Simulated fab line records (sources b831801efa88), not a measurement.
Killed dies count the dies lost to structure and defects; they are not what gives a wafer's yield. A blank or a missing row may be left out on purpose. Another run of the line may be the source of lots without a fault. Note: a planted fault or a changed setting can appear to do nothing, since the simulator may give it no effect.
What tool caused it?	flow sky130	24 lots, 72 wafers sampled, at 4 steps of a route of 708

== WHAT THE GAUGES READ, wafer by wafer ==
SKY_VIA3_THK_MEAS_23: measures by xrf.
lot	measured	on	VIA3_W_THK (nm)
L074	day 39 18:03	film metro-01	415 392 409
L075	day 40 08:46	film metro-04	422 399 419
L076	day 40 12:28	film metro-02	389 404 404
L077	day 40 18:56	film metro-02	399 399 381
L078	day 40 21:13	film metro-02	389 379 403
L079	day 41 08:29	film metro-01	416 413 395
L080	day 41 16:06	film metro-04	395 415 390
L081	day 41 21:34	film metro-04	389 405 392
L082	day 42 00:15	film metro-04	400 415 395
L083	day 42 10:52	film metro-02	388 389 410
L084	day 42 17:23	film metro-02	409 406 386
L085	day 43 00:41	film metro-04	392 397 410
L086	day 43 13:55	film metro-04	418 421 394
L087	day 43 22:06	film metro-01	395 407 400
L088	day 44 03:35	film metro-01	412 405 402
L089	day 44 09:54	film metro-04	410 415 400
L090	day 44 14:52	film metro-01	412 392 397
L091	day 44 18:57	film metro-02	387 410 411
L092	day 44 22:33	film metro-01	422 397 418
L093	day 45 08:35	film metro-04	420 398 401
L094	day 45 13:28	film metro-02	415 395 416
L095	day 45 16:31	film metro-01	408 407 391
L096	day 45 22:06	film metro-01	416 394 411
L097	day 46 01:53	film metro-04	416 417 400

SKY_VIA4_THK_MEAS_01.
lot	measured	on	VIA4_HDPCVD_THK (nm)
L074	day 41 20:16	film metro-04	1724 1753 1730
L075	day 42 11:35	film metro-03	1780 1735 1783
L076	day 42 15:38	film metro-03	1728 1754 1769
L077	day 42 21:11	film metro-04	1762 1765 1743
L078	day 43 00:25	film metro-03	1753 1756 1737
L079	day 43 10:33	film metro-04	1752 1756 1754
L080	day 43 16:53	film metro-03	1752 1739 1741
L081	day 43 22:52	film metro-04	1765 1764 1755
L082	day 44 01:11	film metro-04	1773 1744 1760
L083	day 44 10:26	film metro-04	1774 1751 1761
L084	day 44 17:36	film metro-03	1782 1761 1766
L085	day 45 00:23	film metro-03	1746 1749 1729
L086	day 45 12:21	film metro-03	1775 1778 1784
L087	day 45 19:49	film metro-03	1738 1751 1725
L088	day 46 01:57	film metro-03	1715 1727 1732
L089	day 46 07:34	film metro-01	1752 1738 1735
L090	day 46 12:07	film metro-03	1725 1755 1735
L091	day 46 15:44	film metro-04	1765 1761 1764
L092	day 46 20:13	film metro-03	1759 1727 1745
L093	day 47 04:13	film metro-01	1784 1776 1771
L094	day 47 09:24	film metro-04	1759 1764 1728
L095	day 47 12:13	film metro-04	1775 1763 1784
L096	day 47 16:54	film metro-03	1744 1764 1749
L097	day 47 21:01	film metro-04	1752 1775 1761

== EACH LOT AND THE TOOL THAT RAN IT (in order: tool; ch and the chambers of the sampled wafers; start) ==
lot	SKY_CAP2M_METAL_ETCH_13	SKY_METAL4_METAL_ETCH_18
L074	rie metal-02 ch 0,1, day 40 18:34	rie metal-02 ch 0,1, day 41 19:16
L075	rie metal-01 ch 0,1, day 41 10:07	rie metal-01 ch 0,1, day 42 10:40
L076	rie metal-02 ch 0,1, day 41 13:53	rie metal-01 ch 0,1, day 42 14:40
L077	rie metal-01 ch 0,1, day 41 19:40	rie metal-04 ch 0,1, day 42 20:13
L078	rie metal-02 ch 0, day 41 22:43	rie metal-01 ch 0,1, day 42 23:25
L079	rie metal-01 ch 1, day 42 08:55	rie metal-01 ch 1, day 43 09:23
L080	rie metal-03 ch 0,1, day 42 16:38	rie metal-01 ch 1, day 43 15:44
L081	rie metal-01 ch 0,1, day 42 21:47	rie metal-01 ch 1, day 43 21:44
L082	rie metal-03 ch 1, day 43 00:17	rie metal-01 ch 1, day 44 00:04
L083	rie metal-03 ch 1, day 43 10:01	rie metal-01 ch 1, day 44 09:28
L084	rie metal-02 ch 1, day 43 17:19	rie metal-04 ch 1, day 44 16:11
L085	rie metal-02 ch 0,1, day 44 00:14	rie metal-01 ch 0,1, day 44 23:23
L086	rie metal-01 ch 0,1, day 44 12:44	rie metal-01 ch 0,1, day 45 11:25
L087	rie metal-01 ch 0,1, day 44 20:26	rie metal-02 ch 0,1, day 45 18:52
L088	rie metal-01 ch 0,1, day 45 02:20	rie metal-02 ch 0,1, day 46 00:40
L089	rie metal-03 ch 0,1, day 45 08:41	rie metal-04 ch 0,1, day 46 06:34
L090	rie metal-01 ch 0,1, day 45 13:25	rie metal-04 ch 0,1, day 46 11:10
L091	rie metal-01 ch 0,1, day 45 16:56	rie metal-04 ch 0,1, day 46 14:44
L092	rie metal-02 ch 0,1, day 45 20:38	rie metal-02 ch 0,1, day 46 19:16
L093	rie metal-02 ch 1, day 46 05:56	rie metal-02 ch 0,1, day 47 02:52
L094	rie metal-01 ch 0,1, day 46 11:01	rie metal-02 ch 0,1, day 47 08:07
L095	rie metal-02 ch 0,1, day 46 13:59	rie metal-02 ch 0,1, day 47 11:16
L096	rie metal-03 ch 0, day 46 19:11	rie metal-02 ch 0,1, day 47 15:50
L097	rie metal-01 ch 0,1, day 46 23:16	rie metal-02 ch 0, day 47 19:59
- SKY_CAP2M_METAL_ETCH_13: etches TiN in Cl2/BCl3, stops on SiO2, target depth 220 nm, time 62.9 s.
- SKY_METAL4_METAL_ETCH_18: etches the open film in Cl2/BCl3, stops on SiO2, target depth 845 nm, time 183.1 s.

== WHAT THE TOOLS THEMSELVES READ (means of the sampled wafers that have a number; where no wafer has one, the mark that the record gives instead) ==
SKY_CAP2M_METAL_ETCH_13.
lot	tool	drypump motor current A (A)	he backside leak sccm (sccm)	oes product au (a.u.)	throttle valve pct (%)
L074	rie metal-02	5.75	3.42	0.946	21.908
L075	rie metal-01	5.62	3.37	0.943	21.904
L076	rie metal-02	5.72	3.40	0.937	21.902
L077	rie metal-01	5.62	3.46	0.928	21.907
L078	rie metal-02	5.78	3.35	0.940	21.895
L079	rie metal-01	5.53	3.27	0.946	21.898
L080	rie metal-03	5.37	3.44	0.942	21.902
L081	rie metal-01	5.73	3.68	0.938	21.908
L082	rie metal-03	5.30	3.50	0.939	21.896
L083	rie metal-03	5.29	3.37	0.935	21.900
L084	rie metal-02	5.72	3.49	0.943	21.902
L085	rie metal-02	5.75	3.31	0.938	21.901
L086	rie metal-01	5.63	3.42	0.936	21.898
L087	rie metal-01	5.73	3.52	0.947	21.897
L088	rie metal-01	5.75	3.42	0.946	21.893
L089	rie metal-03	5.43	3.22	0.944	21.907
L090	rie metal-01	5.63	3.31	0.945	21.899
L091	rie metal-01	5.74	3.51	0.948	21.898
L092	rie metal-02	5.74	3.41	0.943	21.893
L093	rie metal-02	5.71	3.24	0.946	21.906
L094	rie metal-01	5.63	3.28	0.947	21.888
L095	rie metal-02	5.75	3.31	0.945	21.893
L096	rie metal-03	5.50	3.40	0.938	21.902
L097	rie metal-01	5.63	3.35	0.946	21.902

SKY_METAL4_METAL_ETCH_18.
lot	tool	drypump motor current A (A)	he backside leak sccm (sccm)	oes product au (a.u.)	throttle valve pct (%)
L074	rie metal-02	5.72	3.25	0.864	22.255
L075	rie metal-01	5.62	3.46	0.872	22.268
L076	rie metal-01	5.74	3.55	0.863	22.259
L077	rie metal-04	5.68	3.33	0.865	22.272
L078	rie metal-01	5.63	3.32	0.874	22.260
L079	rie metal-01	5.54	3.28	0.859	22.266
L080	rie metal-01	5.51	3.47	0.863	22.270
L081	rie metal-01	5.56	3.30	0.862	22.266
L082	rie metal-01	5.52	3.31	0.868	22.260
L083	rie metal-01	5.54	3.14	0.859	22.264
L084	rie metal-04	5.29	3.50	0.869	22.271
L085	rie metal-01	5.61	3.47	0.869	22.268
L086	rie metal-01	5.64	3.37	0.858	22.265
L087	rie metal-02	5.72	3.37	0.864	22.262
L088	rie metal-02	5.74	3.25	0.870	22.262
L089	rie metal-04	6.05	3.27	0.869	22.262
L090	rie metal-04	5.67	3.35	0.859	22.262
L091	rie metal-04	5.69	3.44	0.870	22.257
L092	rie metal-02	5.71	3.55	0.861	22.263
L093	rie metal-02	5.79	3.24	0.857	22.261
L094	rie metal-02	5.73	3.41	0.867	22.261
L095	rie metal-02	5.74	3.26	0.862	22.265
L096	rie metal-02	5.75	3.38	0.862	22.265
L097	rie metal-02	5.77	3.27	0.864	22.277

== THE ANSWER, worked out from the rows above alone ==
Rule: usual is defined by the lots themselves. Put in order of their means at a reading, lots are off if they are a third of the lots or fewer, leave a main group of 4 or more, and stand apart from it by a gap of 3 or more times the standard deviation of the main group's means; of several such gaps the widest counts. A main group is skipped when, at the precision printed for the reading in the tables above, its means are all equal. A lot without any number at a reading at which 4 lots or more have one is off too. Any other lot the step has rows for is counted as sound. After the gauges, taken in route order, come the tools' own readings; for these a lot's mean is taken, as printed above. At the first step where some lot is off, the reading lying furthest off is the one used; lots without a number count as furthest.
No lot is off on any of the readings shown, so nothing can be concluded from this.

== WHAT THE SIMULATOR PUT IN ==
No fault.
